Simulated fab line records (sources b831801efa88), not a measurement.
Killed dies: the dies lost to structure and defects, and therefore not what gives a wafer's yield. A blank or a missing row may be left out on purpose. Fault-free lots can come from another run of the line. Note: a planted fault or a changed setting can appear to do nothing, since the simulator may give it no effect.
Which tool was responsible? -- flow sky130 -- 42 wafers from 14 lots sampled at 4 of the route's 708 steps

## WHAT THE GAUGES READ, wafer by wafer
The record lacks any reading of a measuring or inspecting step that a usual standard deviation could be used to judge.

## TOOL THAT RAN EACH LOT (tool first, then ch and the chambers of the sampled wafers, then the start)
lot,SKY_METAL1_ETCH_18,SKY_METAL1_METAL_ETCH_19,SKY_VIA1_CMP_02,SKY_VIA1_STRIP_16
L774,"rie-metal-02 ch 0,1, day 32 17:08","rie-metal-02 ch 0,1, day 32 17:13","cmp-02 ch 1,2, day 32 18:05","plasma-asher-04 ch 0,1, day 33 21:49"
L775,"rie-metal-01 ch 0,1, day 33 06:34","rie-metal-01 ch 0,1, day 33 06:37","cmp-02 ch 0,2,3, day 33 07:31","plasma-asher-02 ch 0,1, day 34 10:29"
L776,"rie-metal-02 ch 0,1, day 33 08:45","rie-metal-02 ch 0,1, day 33 08:49","cmp-02 ch 0,3, day 33 09:40","plasma-asher-01 ch 1, day 34 12:30"
L777,"rie-metal-04 ch 0,1, day 33 20:43","rie-metal-04 ch 0,1, day 33 20:46","cmp-02 ch 1,3, day 33 21:40","plasma-asher-02 ch 0,1, day 35 00:11"
L778,"rie-metal-04 ch 0,1, day 33 23:24","rie-metal-04 ch 0,1, day 33 23:28","cmp-01 ch 0,1,2, day 34 00:33","plasma-asher-02 ch 0,1, day 35 03:44"
L779,"rie-metal-02 ch 0,1, day 35 02:42","rie-metal-02 ch 0,1, day 35 02:46","cmp-02 ch 1,2, day 35 03:47","plasma-asher-01 ch 0,1, day 36 05:20"
L782,"rie-metal-02 ch 0,1, day 35 11:17","rie-metal-02 ch 0,1, day 35 11:21","cmp-02 ch 2,3, day 35 12:13","plasma-asher-01 ch 0,1, day 36 15:19"
L785,"rie-metal-04 ch 0,1, day 37 08:21","rie-metal-04 ch 0,1, day 37 08:25","cmp-02 ch 0,2,3, day 37 09:18","plasma-asher-04 ch 0,1, day 38 11:19"
L787,"rie-metal-01 ch 0,1, day 37 11:10","rie-metal-01 ch 0,1, day 37 11:13","cmp-02 ch 0,1,3, day 37 12:05","plasma-asher-02 ch 0,1, day 38 14:01"
L792,"rie-metal-04 ch 0,1, day 38 14:25","rie-metal-04 ch 0,1, day 38 14:29","cmp-01 ch 0,3, day 38 15:26","plasma-asher-04 ch 0,1, day 39 16:27"
L793,"rie-metal-02 ch 0,1, day 38 19:31","rie-metal-02 ch 0,1, day 38 19:35","cmp-02 ch 0,1,3, day 38 20:32","plasma-asher-01 ch 0,1, day 39 22:02"
L796,"rie-metal-02 ch 0,1, day 39 21:55","rie-metal-02 ch 0,1, day 39 21:59","cmp-01 ch 1,3, day 39 22:59","plasma-asher-02 ch 0,1, day 40 23:35"
L795,"rie-metal-01 ch 0,1, day 39 22:16","rie-metal-01 ch 0,1, day 39 22:20","cmp-02 ch 0,1,2, day 39 23:15","plasma-asher-04 ch 0,1, day 40 23:56"
L797,"rie-metal-04 ch 0,1, day 40 00:52","rie-metal-04 ch 0,1, day 40 00:55","cmp-02 ch 0,2,3, day 40 01:47","plasma-asher-02 ch 0,1, day 41 03:07"
- SKY_METAL1_ETCH_18: etches BARC in N2/H2, stops on SiO2, time 45.9 s, target depth 60 nm.
- SKY_METAL1_METAL_ETCH_19: etches the open film in Cl2/BCl3, stops on SiO2, target depth 360 nm, time 78 s.
- SKY_VIA1_CMP_02: polishes SiO2.
- SKY_VIA1_STRIP_16: strips in O2/N2.

## AS READ BY THE TOOLS THEMSELVES (means over the sampled wafers that have a number; for cases with no such wafer, the mark the record gives instead)
SKY_METAL1_ETCH_18.
lot,tool,drypump-motor-current-A (A),oes-product-au (a.u.),throttle-valve-pct (%)
L774,rie-metal-02,5.7,0.849,13.229
L775,rie-metal-01,5.8,0.855,13.222
L776,rie-metal-02,5.9,0.852,13.215
L777,rie-metal-04,6.2,0.851,13.217
L778,rie-metal-04,6.2,0.852,13.226
L779,rie-metal-02,5.7,0.850,13.229
L782,rie-metal-02,5.7,0.851,13.225
L785,rie-metal-04,6.2,0.857,13.223
L787,rie-metal-01,6.3,0.860,13.214
L792,rie-metal-04,6.1,0.855,13.219
L793,rie-metal-02,6.0,0.850,13.233
L796,rie-metal-02,6.0,0.851,13.226
L795,rie-metal-01,5.8,0.852,13.222
L797,rie-metal-04,6.1,0.859,13.231

SKY_METAL1_METAL_ETCH_19.
lot,tool,drypump-motor-current-A (A),oes-product-au (a.u.),throttle-valve-pct (%)
L774,rie-metal-02,5.7,0.849,22.261
L775,rie-metal-01,5.8,0.856,22.269
L776,rie-metal-02,5.9,0.853,22.265
L777,rie-metal-04,6.2,0.860,22.268
L778,rie-metal-04,6.1,0.861,22.273
L779,rie-metal-02,5.7,0.847,22.266
L782,rie-metal-02,5.7,0.854,22.264
L785,rie-metal-04,6.2,0.853,22.260
L787,rie-metal-01,6.3,0.853,22.272
L792,rie-metal-04,6.1,0.862,22.274
L793,rie-metal-02,5.9,0.857,22.264
L796,rie-metal-02,5.9,0.853,22.265
L795,rie-metal-01,5.8,0.852,22.262
L797,rie-metal-04,6.2,0.851,22.271

SKY_VIA1_CMP_02.
lot,tool,motor-current-A (A)
L774,cmp-02,12.4
L775,cmp-02,12.8
L776,cmp-02,12.5
L777,cmp-02,12.5
L778,cmp-01,12.9
L779,cmp-02,12.5
L782,cmp-02,13.0
L785,cmp-02,12.5
L787,cmp-02,12.2
L792,cmp-01,12.5
L793,cmp-02,12.4
L796,cmp-01,13.3
L795,cmp-02,11.9
L797,cmp-02,12.5

SKY_VIA1_STRIP_16.
lot,tool,chamber-pressure-mTorr (mTorr),drypump-motor-current-A (A),oes-product-au (a.u.),strip-time-to-endpoint-s (s)
L774,plasma-asher-04,1499.7,6.09,0.415,4.500
L775,plasma-asher-02,1500.2,5.58,0.423,4.496
L776,plasma-asher-01,1500.6,5.85,0.416,4.457
L777,plasma-asher-02,1500.4,5.59,0.418,4.449
L778,plasma-asher-02,1500.0,5.53,0.416,4.475
L779,plasma-asher-01,1500.4,5.76,0.420,4.440
L782,plasma-asher-01,1500.3,5.78,0.416,4.511
L785,plasma-asher-04,-,-,-,-
L787,plasma-asher-02,-,-,-,-
L792,plasma-asher-04,1499.2,6.07,0.415,4.465
L793,plasma-asher-01,1500.4,5.76,0.416,4.450
L796,plasma-asher-02,1499.8,5.58,0.419,4.472
L795,plasma-asher-04,1499.9,5.94,0.415,4.452
L797,plasma-asher-02,1498.5,5.52,0.420,4.449

## THE ANSWER, worked out from the rows above alone
Rule: the usual values come from the lots themselves. Put in order of their means at a reading, lots are off if they are a third of the lots or fewer, leave a main group of 4 or more, and stand apart from it by a gap of 3 or more times the standard deviation of the main group's means; of several such gaps the widest counts. The tables above print the reading to a certain number of digits; a main group whose means all agree to those digits is not used. A lot without any number at a reading at which 4 lots or more have one is off too. Where the step has rows for the other lots, those lots are counted as sound. After the gauges, taken in route order, come the tools' own readings; for these a lot's mean is taken, as printed above. The first step at which some lot is off is used, and at that step the reading that is off furthest; a lot without a number counts as furthest.
Off, at SKY_VIA1_STRIP_16 on chamber-pressure-mTorr: L785, L787. Without a number there: L785, L787. The main group has a mean of 1500.0 mTorr with a standard deviation of 0.58.
A tool fits if, at that step or a process step before it, it ran every lot that is off, and no sound lot after the first of them. Of those tried, none fits.

## WHAT THE SIMULATOR HAD PUT IN
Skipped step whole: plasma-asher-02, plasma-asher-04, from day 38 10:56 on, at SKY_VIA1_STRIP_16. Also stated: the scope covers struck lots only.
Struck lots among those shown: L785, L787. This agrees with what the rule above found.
